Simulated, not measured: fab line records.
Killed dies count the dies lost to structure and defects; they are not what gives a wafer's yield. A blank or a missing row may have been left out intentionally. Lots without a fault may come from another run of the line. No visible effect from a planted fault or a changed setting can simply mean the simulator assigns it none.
fab line records ; flow sfq-line
record lots=6; wafers=18; last-day=95
route steps=325 shown I0@47 M1@58 I1@73 M2@88 M8@325
lots that met no fault: from a run of the same line without faults
start-h: hours from the record's first day to the start of the lot's first wafer shown ; wait-h: how many hours have passed since the lot's step before this one ; " as in the row above ; L1.1+2: a single row standing in for several wafers ; - no value present, or no start provided ; * or withheld: withheld ; < > ~ a bound
route shown NAME@n: a module of which the file shows steps, and the number in the route of the first ; usual: mean/standard deviation of fault-free wafers ; same: alike in all rows ; chamber/n: place in a boat ; sites: each site's reading ; _std_site: the values' standard deviation ; _edge_site: outer sites' mean less inner sites' ; radius-mm: for every site, how far away it sits from the centre of the wafer ; mask NAME#n: copy n ; behind: the last tool/chamber to shape the wafer ; hold: why the lot was held/for how many hours/how that ended ; device: whichever transistor did not switch (one of n, p or np) ; end of line: tests run on the same wafers once the route is complete ; for a step that has no rows: nothing shown but its recipe ; killed: not the wafer's yield, but the dies lost to structure and defects at the first sort ; map: the dies of a wafer, with x for killed, . for not killed, _ for no die there
set.NAME: the setting the step ran with; set.NAME@STEP: the setting that earlier step ran with ; model.NAME: the simulator's own value behind a step, which no gauge read
certain route steps with their lots: each step a table, each wafer a row
services: the hour from which a tool's chamber was out of use, counted from the record's first day as start-h (under 0 if before that day), plus the number of hours and why
## steps
# step SFQ_TRILAYER_I0_VIA_LITHO_COAT_036
# recipe resist=BARC; spin-rpm=3000; resist-thk-nm=62
# step SFQ_TRILAYER_I0_VIA_LITHO_COAT_031
# recipe resist=KrF; spin-rpm=3000; resist-thk-nm=650
# step SFQ_TRILAYER_I0_VIA_LITHO_SOFTBAKE_035
# recipe temp-c=withheld; time-s=withheld; resist=KrF
# step SFQ_TRILAYER_I0_VIA_LITHO_EXPOSE_032
# recipe mask-id=I0; na=0.6; source-shape=conventional; sigma-outer=0.65; target-cd-nm=500; dose-mj=21.3
# step SFQ_TRILAYER_I0_VIA_LITHO_PEB_034
# recipe peb-temp-c=115; peb-time-s=60; resist=KrF
# step SFQ_TRILAYER_I0_VIA_LITHO_DEVELOP_033
# recipe time-s=60; resist=KrF
# step SFQ_I0_OVL_MEAS_908
# usual I0_OVL=1/6
lot.wafer;tool;chamber;start-h;wait-h;I0_OVL[nm]
L634.1;overlay-02;-;385.06;0.1;-6
L634.2;overlay-02;-;385.06;0.1;-7
L634.6;overlay-02;-;385.06;0.1;-8
L638.2;overlay-01;-;393.47;0.1;11
L638.3;overlay-01;-;393.47;0.1;7
L638.6;overlay-01;-;393.47;0.1;10
L640.1;overlay-02;-;397.06;0.1;12
L640.2;overlay-02;-;397.06;0.1;9
L640.6;overlay-02;-;397.06;0.1;9
L647.1;overlay-01;-;453.09;0.1;-9
L647.5;overlay-01;-;453.09;0.1;-10
L647.6;overlay-01;-;453.09;0.1;-5
L650.1;overlay-02;-;490.43;0.1;2
L650.3;overlay-02;-;490.43;0.1;1
L650.5;overlay-02;-;490.43;0.1;1
L653.2;overlay-02;-;668.99;0.1;5
L653.4;overlay-02;-;668.99;0.1;1
L653.5;overlay-02;-;668.99;0.1;0
# step SFQ_TRILAYER_I0_VIA_BARC_OPEN_VIA_ETCH_046
# recipe mask-material=PR; chemistry=O2; target-depth-nm=125; target=BARC; source-w=500; bias-w=80; pressure-mtorr=30; time-s=41.7
# usual drypump-motor-current-A=5.66/0.28; oes-product-au=0.685/0.0047
lot.wafer;tool;chamber;start-h;wait-h;drypump-motor-current-A;oes-product-au;rf-hours-counter-h
L634.1;rie-diel-01;1;385.10;0.0;5.28;0.678;34
L634.2;rie-diel-01;0;385.10;0.0;5.37;0.685;37
L634.6;rie-diel-01;2;385.10;0.0;6.03;0.692;-
L638.2;rie-diel-02;1;393.50;0.0;5.87;0.688;2
L638.3;rie-diel-02;2;393.50;0.0;5.11;0.686;61
L638.6;rie-diel-02;3;393.50;0.0;6.01;0.685;-
L640.1;rie-diel-01;3;397.10;0.0;5.66;0.681;13
L640.2;rie-diel-01;2;397.10;0.0;5.99;0.684;21
L640.6;rie-diel-01;3;397.10;0.0;5.67;0.691;-
L647.1;rie-diel-01;0;453.13;0.0;5.39;0.680;38
L647.5;rie-diel-01;2;453.13;0.0;6.07;0.681;-
L647.6;rie-diel-01;3;453.13;0.0;5.68;0.682;-
L650.1;rie-diel-02;0;490.47;0.0;5.67;0.677;43
L650.3;rie-diel-02;1;490.47;0.0;5.89;0.690;3
L650.5;rie-diel-02;3;490.47;0.0;6.02;0.688;-
L653.2;rie-diel-03;0;669.02;0.0;5.65;0.689;53
L653.4;rie-diel-03;0;669.02;0.0;5.66;0.684;-
L653.5;rie-diel-03;3;669.02;0.0;5.93;0.681;-
# step SFQ_TRILAYER_I0_VIA_ETCH_VIA_ETCH_034
# recipe target=SiO2; stop-on=Nb; mask-material=PR; taper-deg=20; chemistry=CHF3; target-depth-nm=260; source-w=500; bias-w=80; pressure-mtorr=30; time-s=withheld
# usual drypump-motor-current-A=5.66/0.28; oes-product-au=0.855/0.0051
lot.wafer;tool;chamber;start-h;wait-h;drypump-motor-current-A;oes-product-au
L634.1;rie-diel-01;1;385.14;0.0;5.28;0.852
L634.2;rie-diel-01;0;385.14;0.0;5.37;0.851
L634.6;rie-diel-01;2;385.14;0.0;6.00;0.855
L638.2;rie-diel-02;1;393.54;0.0;5.94;0.854
L638.3;rie-diel-02;2;393.54;0.0;5.11;0.848
L638.6;rie-diel-02;3;393.54;0.0;6.03;0.864
L640.1;rie-diel-01;3;397.14;0.0;5.66;0.856
L640.2;rie-diel-01;2;397.14;0.0;6.07;0.861
L640.6;rie-diel-01;3;397.14;0.0;5.66;0.856
L647.1;rie-diel-01;0;453.17;0.0;5.40;0.853
L647.5;rie-diel-01;2;453.17;0.0;6.03;0.856
L647.6;rie-diel-01;3;453.17;0.0;5.65;0.854
L650.1;rie-diel-02;0;490.51;0.0;5.66;0.847
L650.3;rie-diel-02;1;490.51;0.0;5.88;0.855
L650.5;rie-diel-02;3;490.51;0.0;6.00;0.847
L653.2;rie-diel-03;0;669.06;0.0;5.67;0.855
L653.4;rie-diel-03;0;669.06;0.0;5.68;0.847
L653.5;rie-diel-03;3;669.06;0.0;5.94;0.857
# step SFQ_TRILAYER_I0_VIA_STRIP_STRIP_035
# recipe gas=O2; power-w=200; platen-temp-c=40; overash-fraction=0.65; chemistry=O2; pressure-mtorr=50
# usual drypump-motor-current-A=5.6/0.33; he-backside-leak-sccm=3.22/0.16; oes-product-au=1.004/0.0069
lot.wafer;tool;chamber;start-h;wait-h;drypump-motor-current-A;he-backside-leak-sccm;oes-product-au;rf-hours-counter-h
L634.1;rie-metal-03;0;385.25;-;5.4;3.21;0.997;9
L634.2;rie-metal-03;1;385.25;-;5.3;3.16;0.997;7
L634.6;rie-metal-03;1;385.25;-;5.3;3.13;0.999;-
L638.2;rie-metal-02;0;393.65;-;5.4;3.20;1.007;29
L638.3;rie-metal-02;0;393.65;-;5.4;3.24;1.006;-
L638.6;rie-metal-02;1;393.65;-;6.2;3.37;1.002;-
L640.1;rie-metal-03;1;397.25;-;5.3;3.09;0.994;9
L640.2;rie-metal-03;0;397.25;-;5.4;3.14;1.008;11
L640.6;rie-metal-03;0;397.25;-;5.4;3.15;1.005;-
L647.1;rie-metal-01;1;453.28;-;5.5;3.32;1.001;72
L647.5;rie-metal-01;1;453.28;-;5.5;3.25;0.998;-
L647.6;rie-metal-01;0;453.28;-;5.8;3.12;0.995;-
L650.1;rie-metal-01;1;490.62;-;5.5;3.46;0.996;77
L650.3;rie-metal-01;1;490.62;-;5.4;3.61;0.993;-
L650.5;rie-metal-01;0;490.62;-;5.9;3.20;1.000;-
L653.2;rie-metal-02;0;669.17;-;5.4;2.97;1.010;65
L653.4;rie-metal-02;1;669.17;-;6.2;3.08;0.999;-
L653.5;rie-metal-02;0;669.17;-;5.4;3.10;1.005;-
# step SFQ_TRILAYER_I0_VIA_STRIP_SOLV_CLEAN_036
# recipe chemistry=NMP; temp-c=70; time-s=600
# step SFQ_TRILAYER_M1_DEP_PRE_CLEAN_038
# recipe gas=Ar; time-s=22.5; bias-v=250
# step SFQ_TRILAYER_M1_DEP_SPUTTER_037
# recipe material=Nb; base-pressure-pa=1.33e-06; chamber-pressure-pa=0.1333; substrate-temp-c=20; resputter-cathode-voltage-v=400; target-thk-nm=200; power-w=2000; time-s=133.3
# usual substrate-temp-c=20.01/0.1; throttle-valve-pct=30.1/1.5
lot.wafer;tool;chamber;start-h;wait-h;substrate-temp-c;throttle-valve-pct;model.Nb_of_TRILAYER_M1_DEP_SPUTTER_037.thk-nm
L634.1;pvd-sputter-04;-;386.05;0.0;20.07;31.2;200.5
L634.2;pvd-sputter-04;-;386.05;0.0;19.99;30.7;199.5
L634.6;pvd-sputter-04;-;386.05;0.0;20.00;31.1;200.9
L638.2;pvd-sputter-04;-;394.47;0.0;19.89;30.8;363.6
L638.3;pvd-sputter-04;-;394.47;0.0;20.09;31.0;205
L638.6;pvd-sputter-04;-;394.47;0.0;20.05;31.3;365.3
L640.1;pvd-sputter-04;-;398.05;0.0;19.97;31.4;202.3
L640.2;pvd-sputter-04;-;398.05;0.0;20.03;30.9;362.6
L640.6;pvd-sputter-04;-;398.05;0.0;20.09;31.6;362.1
L647.1;pvd-sputter-05;-;454.09;0.0;19.90;30.1;205.2
L647.5;pvd-sputter-05;-;454.09;0.0;19.86;26.9;202.8
L647.6;pvd-sputter-05;-;454.09;0.0;19.94;30.2;206.5
L650.1;pvd-sputter-06;-;491.43;0.0;20.01;31.0;205
L650.3;pvd-sputter-06;-;491.43;0.0;19.91;29.4;199.3
L650.5;pvd-sputter-06;-;491.43;0.0;19.97;29.3;200.3
L653.2;pvd-sputter-06;-;669.98;0.0;19.93;30.0;198.1
L653.4;pvd-sputter-06;-;669.98;0.0;20.12;29.6;197.6
L653.5;pvd-sputter-06;-;669.98;0.0;20.07;29.4;197.2
# step SFQ_M1_RS_MEAS_909
# recipe thk-meas-gauge=four-point-probe; reads=Nb_of_TRILAYER_M1_DEP_SPUTTER_037
# usual M1_NB_RS=0.887/0.0095
lot.wafer;tool;chamber;start-h;wait-h;M1_NB_RS[ohm/sq]
L634.1;film-metro-02;-;386.14;0.0;0.889
L634.2;film-metro-02;-;386.14;0.0;0.893
L634.6;film-metro-02;-;386.14;0.0;0.884
L638.2;film-metro-02;-;394.58;0.1;0.487
L638.3;film-metro-02;-;394.58;0.1;0.867
L638.6;film-metro-02;-;394.58;0.1;0.485
L640.1;film-metro-01;-;398.14;0.0;0.879
L640.2;film-metro-01;-;398.14;0.0;0.488
L640.6;film-metro-01;-;398.14;0.0;0.487
L647.1;film-metro-03;-;454.18;0.0;0.870
L647.5;film-metro-03;-;454.18;0.0;0.878
L647.6;film-metro-03;-;454.18;0.0;0.860
L650.1;film-metro-02;-;491.52;0.0;0.868
L650.3;film-metro-02;-;491.52;0.0;0.893
L650.5;film-metro-02;-;491.52;0.0;0.889
L653.2;film-metro-01;-;670.09;0.1;0.898
L653.4;film-metro-01;-;670.09;0.1;0.899
L653.5;film-metro-01;-;670.09;0.1;0.904
# step SFQ_TRILAYER_M1_LITHO_COAT_044
# recipe resist=BARC; spin-rpm=3000; resist-thk-nm=62
# step SFQ_TRILAYER_M1_LITHO_COAT_039
# recipe resist=KrF; spin-rpm=3000; resist-thk-nm=600
# step SFQ_TRILAYER_M1_LITHO_SOFTBAKE_043
# recipe temp-c=withheld; time-s=withheld; resist=KrF
# step SFQ_TRILAYER_M1_LITHO_EXPOSE_040
# recipe mask-id=M1; na=0.6; source-shape=conventional; sigma-outer=0.65; target-cd-nm=500; dose-mj=14.4
# step SFQ_TRILAYER_M1_LITHO_PEB_042
# recipe peb-temp-c=115; peb-time-s=60; resist=KrF
# step SFQ_TRILAYER_M1_LITHO_DEVELOP_041
# recipe time-s=60; resist=KrF
# step SFQ_M1_OVL_MEAS_911
# usual M1_OVL=2/5
lot.wafer;tool;chamber;start-h;wait-h;M1_OVL[nm]
L634.1;overlay-01;-;429.72;0.1;-2
L634.2;overlay-01;-;429.72;0.1;-7
L634.6;overlay-01;-;429.72;0.1;-6
L638.2;overlay-02;-;438.13;0.1;-2
L638.3;overlay-02;-;438.13;0.1;-3
L638.6;overlay-02;-;438.13;0.1;-2
L640.1;overlay-01;-;441.72;0.1;-2
L640.2;overlay-01;-;441.72;0.1;-5
L640.6;overlay-01;-;441.72;0.1;-4
L647.1;overlay-01;-;467.49;0.1;-3
L647.5;overlay-01;-;467.49;0.1;11
L647.6;overlay-01;-;467.49;0.1;1
L650.1;overlay-02;-;511.54;0.1;-3
L650.3;overlay-02;-;511.54;0.1;6
L650.5;overlay-02;-;511.54;0.1;4
L653.2;overlay-01;-;816.49;0.1;2
L653.4;overlay-01;-;816.49;0.1;2
L653.5;overlay-01;-;816.49;0.1;2
# step SFQ_TRILAYER_M1_BARC_OPEN_METAL_ETCH_054
# recipe mask-material=PR; chemistry=O2; target-depth-nm=125; target=BARC; icp-w=600; bias-w=80; pressure-mtorr=10; time-s=41.7
# step SFQ_TRILAYER_M1_ETCH_METAL_ETCH_042
# recipe target=Nb; stop-on=SiO2; mask-material=PR; chemistry=Cl2/Ar; target-depth-nm=240; icp-w=600; bias-w=80; pressure-mtorr=10; time-s=120
# usual drypump-motor-current-A=5.7/0.37; he-backside-leak-sccm=3.28/0.15; oes-product-au=0.897/0.0068
lot.wafer;tool;chamber;start-h;wait-h;drypump-motor-current-A;he-backside-leak-sccm;oes-product-au;rf-hours-counter-h
L634.1;rie-metal-04;1;429.82;0.0;6.1;3.21;0.897;86
L634.2;rie-metal-04;0;429.82;0.0;6.2;3.38;0.888;56
L634.6;rie-metal-04;0;429.82;0.0;6.2;3.42;0.892;-
L638.2;rie-metal-03;1;438.22;0.0;5.3;3.17;0.986;14
L638.3;rie-metal-03;0;438.22;0.0;5.4;3.10;0.903;-
L638.6;rie-metal-03;1;438.22;0.0;5.3;3.18;1.009;-
L640.1;rie-metal-03;0;441.82;0.0;5.3;3.09;0.902;17
L640.2;rie-metal-03;1;441.82;0.0;5.3;3.08;0.983;15
L640.6;rie-metal-03;1;441.82;0.0;5.3;3.15;0.996;-
L647.1;rie-metal-01;1;467.59;0.0;5.5;3.43;0.905;74
L647.5;rie-metal-01;0;467.59;0.0;5.9;3.10;0.899;-
L647.6;rie-metal-01;1;467.59;0.0;5.4;3.55;0.914;-
L650.1;rie-metal-01;1;511.66;0.1;5.4;3.43;0.902;79
L650.3;rie-metal-01;0;511.66;0.1;5.9;3.10;0.889;-
L650.5;rie-metal-01;1;511.66;0.1;5.5;3.51;0.898;-
L653.2;rie-metal-04;0;816.68;0.1;6.3;3.53;0.898;-
L653.4;rie-metal-04;0;816.68;0.1;6.3;3.45;0.889;-
L653.5;rie-metal-04;0;816.68;0.1;6.3;3.37;0.889;-
# step SFQ_TRILAYER_M1_STRIP_STRIP_043
# recipe gas=O2; power-w=200; platen-temp-c=40; overash-fraction=0.65; chemistry=O2; pressure-mtorr=50
# step SFQ_TRILAYER_M1_STRIP_SOLV_CLEAN_044
# recipe chemistry=NMP; temp-c=70; time-s=600
# step SFQ_TRILAYER_I1_DEP_PECVD_045
# recipe material=SiO2; temp-c=150; time-s=111.11; pressure-torr=2.4; rf-w=183.3; precursor=SiH4/N2O; target-thk-nm=500
# step SFQ_TRILAYER_I1_CMP_CMP_046
# recipe material=SiO2; down-force-psi=3; platen-rpm=60; pad-velocity-m-s=0.94248
# step SFQ_I1_BOW_MEAS_912
# recipe mode=bow
# usual I1_BOW=2/9.1
lot.wafer;tool;chamber;start-h;wait-h;I1_BOW[um]
L634.1;film-metro-04;-;433.79;1.0;-4
L634.2;film-metro-04;-;433.79;1.0;-10
L634.6;film-metro-04;-;433.79;1.0;-3
L638.2;film-metro-04;-;442.25;1.0;19
L638.3;film-metro-04;-;442.25;1.0;16
L638.6;film-metro-04;-;442.25;1.0;6
L640.1;film-metro-04;-;447.61;1.5;23
L640.2;film-metro-04;-;447.61;1.5;3
L640.6;film-metro-04;-;447.61;1.5;17
L647.1;film-metro-01;-;472.21;2.5;0
L647.5;film-metro-01;-;472.21;2.5;-13
L647.6;film-metro-01;-;472.21;2.5;-5
L650.1;film-metro-02;-;517.21;2.0;5
L650.3;film-metro-02;-;517.21;2.0;-5
L650.5;film-metro-02;-;517.21;2.0;3
L653.2;film-metro-01;-;846.72;2.5;3
L653.4;film-metro-01;-;846.72;2.5;-11
L653.5;film-metro-01;-;846.72;2.5;5
# step SFQ_TRILAYER_I1_METRO_MEASURE_047
# usual thk-nm=199.7/1.1
lot.wafer;tool;chamber;start-h;wait-h;thk-nm
L634.1;film-metro-04;-;433.91;0.1;198.7
L634.2;film-metro-04;-;433.91;0.1;199.3
L634.6;film-metro-04;-;433.91;0.1;200.1
L638.2;film-metro-04;-;442.55;0.3;199.0
L638.3;film-metro-04;-;442.55;0.3;199.1
L638.6;film-metro-04;-;442.55;0.3;198.9
L640.1;film-metro-04;-;447.73;0.1;198.7
L640.2;film-metro-04;-;447.73;0.1;198.3
L640.6;film-metro-04;-;447.73;0.1;198.9
L647.1;film-metro-01;-;472.33;0.1;199.0
L647.5;film-metro-01;-;472.33;0.1;200.3
L647.6;film-metro-01;-;472.33;0.1;199.7
L650.1;film-metro-02;-;517.33;0.1;200.8
L650.3;film-metro-02;-;517.33;0.1;199.0
L650.5;film-metro-02;-;517.33;0.1;200.6
L653.2;film-metro-01;-;847.02;0.3;200.6
L653.4;film-metro-01;-;847.02;0.3;198.7
L653.5;film-metro-01;-;847.02;0.3;199.3
# step SFQ_TRILAYER_I1_VIA_LITHO_COAT_054
# recipe resist=BARC; spin-rpm=3000; resist-thk-nm=62
# step SFQ_TRILAYER_I1_VIA_LITHO_COAT_049
# recipe resist=KrF; spin-rpm=3000; resist-thk-nm=650
# step SFQ_TRILAYER_I1_VIA_LITHO_SOFTBAKE_053
# recipe temp-c=withheld; time-s=withheld; resist=KrF
# step SFQ_TRILAYER_I1_VIA_LITHO_EXPOSE_050
# recipe mask-id=I1; na=0.6; source-shape=conventional; sigma-outer=0.65; target-cd-nm=500; dose-mj=21.3
# step SFQ_TRILAYER_I1_VIA_LITHO_PEB_052
# recipe peb-temp-c=115; peb-time-s=60; resist=KrF
# step SFQ_TRILAYER_I1_VIA_LITHO_DEVELOP_051
# recipe time-s=60; resist=KrF
# step SFQ_I1_OVL_MEAS_913
# usual I1_OVL=3/5.5
lot.wafer;tool;chamber;start-h;wait-h;I1_OVL[nm]
L634.1;overlay-01;-;580.39;0.1;2
L634.2;overlay-01;-;580.39;0.1;0
L634.6;overlay-01;-;580.39;0.1;5
L638.2;overlay-02;-;588.79;0.1;0
L638.3;overlay-02;-;588.79;0.1;0
L638.6;overlay-02;-;588.79;0.1;8
L640.1;overlay-01;-;594.79;0.1;9
L640.2;overlay-01;-;594.79;0.1;4
L640.6;overlay-01;-;594.79;0.1;12
L647.1;overlay-02;-;621.31;0.1;2
L647.5;overlay-02;-;621.31;0.1;0
L647.6;overlay-02;-;621.31;0.1;2
L650.1;overlay-01;-;625.66;0.1;7
L650.3;overlay-01;-;625.66;0.1;8
L650.5;overlay-01;-;625.66;0.1;4
L653.2;overlay-02;-;950.53;0.1;7
L653.4;overlay-02;-;950.53;0.1;6
L653.5;overlay-02;-;950.53;0.1;8
# step SFQ_TRILAYER_I1_VIA_BARC_OPEN_VIA_ETCH_071
# recipe mask-material=PR; chemistry=O2; target-depth-nm=125; target=BARC; source-w=500; bias-w=80; pressure-mtorr=30; time-s=41.7
# step SFQ_TRILAYER_I1_VIA_ETCH_VIA_ETCH_052
# recipe target=SiO2; stop-on=Nb; mask-material=PR; taper-deg=20; chemistry=CHF3; target-depth-nm=260; source-w=500; bias-w=80; pressure-mtorr=30; time-s=withheld
# step SFQ_TRILAYER_I1_VIA_STRIP_STRIP_053
# recipe gas=O2; power-w=200; platen-temp-c=40; overash-fraction=0.65; chemistry=O2; pressure-mtorr=50
# usual drypump-motor-current-A=5.8/0.31; he-backside-leak-sccm=3.33/0.27; oes-product-au=1.004/0.0074
lot.wafer;tool;chamber;start-h;wait-h;drypump-motor-current-A;he-backside-leak-sccm;oes-product-au;rf-hours-counter-h
L634.1;rie-metal-01;1;580.58;-;5.5;3.53;1.004;88
L634.2;rie-metal-01;0;580.58;-;5.9;3.34;1.002;77
L634.6;rie-metal-01;1;580.58;-;5.5;3.48;1.004;-
L638.2;rie-metal-02;1;588.98;-;6.2;3.19;1.012;2
L638.3;rie-metal-02;0;588.98;-;5.4;3.21;1.016;-
L638.6;rie-metal-02;1;588.98;-;6.2;3.20;1.017;-
L640.1;rie-metal-01;0;594.98;-;5.9;3.13;0.991;78
L640.2;rie-metal-01;1;594.98;-;5.4;3.52;0.997;89
L640.6;rie-metal-01;0;594.98;-;5.9;3.21;1.008;-
L647.1;rie-metal-01;0;621.50;-;5.9;3.21;0.996;81
L647.5;rie-metal-01;1;621.50;-;5.5;3.45;0.992;-
L647.6;rie-metal-01;0;621.50;-;5.8;3.24;1.013;-
L650.1;rie-metal-01;1;625.85;-;5.5;3.52;0.991;93
L650.3;rie-metal-01;0;625.85;-;5.9;3.17;1.005;-
L650.5;rie-metal-01;0;625.85;-;5.9;3.38;0.997;-
L653.2;rie-metal-01;0;950.91;-;5.9;3.15;1.004;-
L653.4;rie-metal-01;0;950.91;-;5.8;3.12;0.988;-
L653.5;rie-metal-01;0;950.91;-;5.9;3.18;0.994;-
# step SFQ_TRILAYER_I1_VIA_STRIP_SOLV_CLEAN_054
# recipe chemistry=NMP; temp-c=70; time-s=600
# step SFQ_TRILAYER_M2_DEP_PRE_CLEAN_056
# recipe gas=Ar; time-s=22.5; bias-v=250
# step SFQ_M8_BOW_MEAS_951
# recipe mode=bow
# usual M8_BOW=8/12
lot.wafer;tool;chamber;start-h;wait-h;M8_BOW[um];model.etest.m1.comb-log10-ohm;model.etest.m1.ohm-sq
L634.1;film-metro-03;-;2021.73;0.0;8;12;0.8876
L634.2;film-metro-03;-;2021.73;0.0;0;12;0.8919
L634.6;film-metro-03;-;2021.73;0.0;7;12;0.886
L638.2;film-metro-03;-;2108.06;0.0;22;0;0.4895
L638.3;film-metro-03;-;2108.06;0.0;20;12;0.868
L638.6;film-metro-03;-;2108.06;0.0;10;0;0.4871
L640.1;film-metro-01;-;2122.22;0.0;17;12;0.8796
L640.2;film-metro-01;-;2122.22;0.0;-5;0;0.4908
L640.6;film-metro-01;-;2122.22;0.0;11;0;0.4914
L647.1;film-metro-04;-;2218.99;0.0;13;12;0.8674
L647.5;film-metro-04;-;2218.99;0.0;2;12;0.8777
L647.6;film-metro-04;-;2218.99;0.0;8;12;0.8617
L650.1;film-metro-03;-;2244.62;0.0;14;12;0.8683
L650.3;film-metro-03;-;2244.62;0.0;4;12;0.893
L650.5;film-metro-03;-;2244.62;0.0;13;12;0.8884
L653.2;film-metro-01;-;2272.63;0.0;1;12;0.8986
L653.4;film-metro-01;-;2272.63;0.0;-14;12;0.9006
L653.5;film-metro-01;-;2272.63;0.0;1;12;0.9027
## services
tool;chamber;start-h;hours;kind
rie-diel-01;2;401.77;23.0;repair
rie-diel-01;-;430.77;0.3;repair
rie-diel-01;-;432.58;0.8;repair
rie-diel-02;2;434.89;10.5;repair
rie-metal-03;-;480.36;1.3;repair
rie-metal-01;1;480.73;7.6;repair
rie-diel-02;-;480.76;0.2;repair
rie-metal-03;-;481.62;2.8;pm
rie-metal-03;-;485.71;0.3;repair
rie-diel-02;0;516.49;9.7;repair
rie-diel-01;-;534.24;2.8;pm
rie-metal-03;-;535.82;0.3;repair
rie-diel-01;2;557.43;1.7;repair
rie-diel-01;3;572.46;1.4;repair
rie-metal-01;1;654.39;5.0;repair
rie-diel-01;0;663.20;9.9;repair
rie-diel-01;1;773.71;2.6;repair
rie-diel-01;0;795.64;5.4;repair
rie-metal-01;0;824.17;10.3;repair
rie-diel-01;3;870.62;3.2;repair
rie-metal-01;-;879.37;2.8;pm
rie-metal-01;1;901.27;3.4;repair
rie-diel-01;2;905.90;20.9;repair
rie-diel-01;3;928.59;5.7;repair
## key
first-sign step=SFQ_M1_RS_MEAS_909; reading=M1_NB_RS; direction=down; sigmas=42; usual=0.887; struck=0.487
effect step=SFQ_TRILAYER_M1_ETCH_METAL_ETCH_042; reading=oes-product-au; direction=up; sigmas=14; usual=0.897; struck=0.993
model-effect step=SFQ_TRILAYER_M1_DEP_SPUTTER_037; value=Nb_of_TRILAYER_M1_DEP_SPUTTER_037.thk-nm; without=202.3; struck=363.4
model-effect step=SFQ_M8_BOW_MEAS_951; value=etest.m1.comb-log10-ohm; without=12; struck=0
met-at SFQ_TRILAYER_M1_DEP_SPUTTER_037
struck-wafers L638.2,L638.6,L640.2,L640.6
onset-between 386.05 394.47
fault kind=process-parameter-drift; tool=pvd-sputter-04; chamber=-; onset-h=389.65; steps=SFQ_TRILAYER_M1_DEP_SPUTTER_037; channel=target-thk-nm; offset=161.15; shape=step; end-h=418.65; scope=struck-wafers-only; acts-in=these-recipes-only; stated=200
